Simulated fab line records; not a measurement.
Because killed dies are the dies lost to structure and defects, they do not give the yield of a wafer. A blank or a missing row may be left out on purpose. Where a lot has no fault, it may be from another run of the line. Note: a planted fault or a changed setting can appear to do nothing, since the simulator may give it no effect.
Split-lot trial | flow sky130 | on a route of 708 steps: 5 lots, 23 wafers read

== SPLIT DETAILS ==
At SKY_SONOS_ONO_CVD_02 (deposits Si3N4 from DCS/NH3, target thk 10.5 nm, time 180 s), the setting pressure-mtorr was moved away from the recipe's 250 mTorr on 10 of the 23 wafers read, by +4.0% to +8.3%. This setting was run at the recipe's value on the other wafers.

Reading taken at the split's own step.

== THE READING ==
Si3N4_of_SONOS_ONO_CVD_02.thk-nm (the simulator's own value, which no gauge read), in nm, at SKY_SONOS_ONO_CVD_02 (deposits Si3N4 from DCS/NH3, target thk 10.5 nm, time 180 s). There is no usual value for it anywhere in the file. Across the 13 wafers here that went through the recipe, the average is 10.49 nm and the standard deviation 0.057 nm.

wafer  | tool, chamber at the split | pressure-mtorr as run, mTorr | against the recipe | Si3N4_of_SONOS_ONO_CVD_02.thk-nm, nm | against lot-mates on the recipe
L076.2 | lpcvd-02, 0                | 250                          | recipe             | 10.53                                | -
L076.3 | lpcvd-02, 0                | 250                          | recipe             | 10.4                                 | -
L076.4 | lpcvd-02, 0                | 250                          | recipe             | 10.45                                | -
L080.1 | -, -                       | 250                          | recipe             | 10.46                                | -
L080.2 | -, -                       | 250                          | recipe             | 10.56                                | -
L080.3 | -, -                       | 250                          | recipe             | 10.52                                | -
L080.4 | -, -                       | 250                          | recipe             | 10.59                                | -
L080.6 | -, -                       | 250                          | recipe             | 10.42                                | -
L081.1 | -, -                       | 250                          | recipe             | 10.52                                | -
L081.2 | -, -                       | 250                          | recipe             | 10.49                                | -
L081.3 | -, -                       | 250                          | recipe             | 10.46                                | -
L081.4 | -, -                       | 250                          | recipe             | 10.55                                | -
L081.5 | -, -                       | 250                          | recipe             | 10.43                                | -
L082.1 | -, -                       | 270.8                        | +8.3%              | 10.77                                | no lot-mate on the recipe
L082.2 | -, -                       | 270.8                        | +8.3%              | 10.68                                | no lot-mate on the recipe
L082.3 | -, -                       | 270.8                        | +8.3%              | 10.88                                | no lot-mate on the recipe
L082.4 | -, -                       | 270.8                        | +8.3%              | 10.89                                | no lot-mate on the recipe
L082.6 | -, -                       | 270.8                        | +8.3%              | 10.81                                | no lot-mate on the recipe
L083.2 | -, -                       | 260.1                        | +4.0%              | 10.75                                | no lot-mate on the recipe
L083.3 | -, -                       | 260.1                        | +4.0%              | 10.75                                | no lot-mate on the recipe
L083.4 | -, -                       | 260.1                        | +4.0%              | 10.8                                 | no lot-mate on the recipe
L083.5 | -, -                       | 260.1                        | +4.0%              | 10.81                                | no lot-mate on the recipe
L083.6 | -, -                       | 260.1                        | +4.0%              | 10.82                                | no lot-mate on the recipe

THE FIT
A straight line over all 23 wafers: Si3N4_of_SONOS_ONO_CVD_02.thk-nm changes by +0.0416 nm for each +1% of pressure-mtorr; r = +0.87; the points scatter about the line by 0.085 nm.
Too few moved wafers with a lot-mate on the recipe to fit a line net of each lot's own level.

== FILE'S OWN FIT ==
Si3N4_of_SONOS_ONO_CVD_02.thk-nm changes by +0.0417 nm for each +1% of pressure-mtorr, r = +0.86.
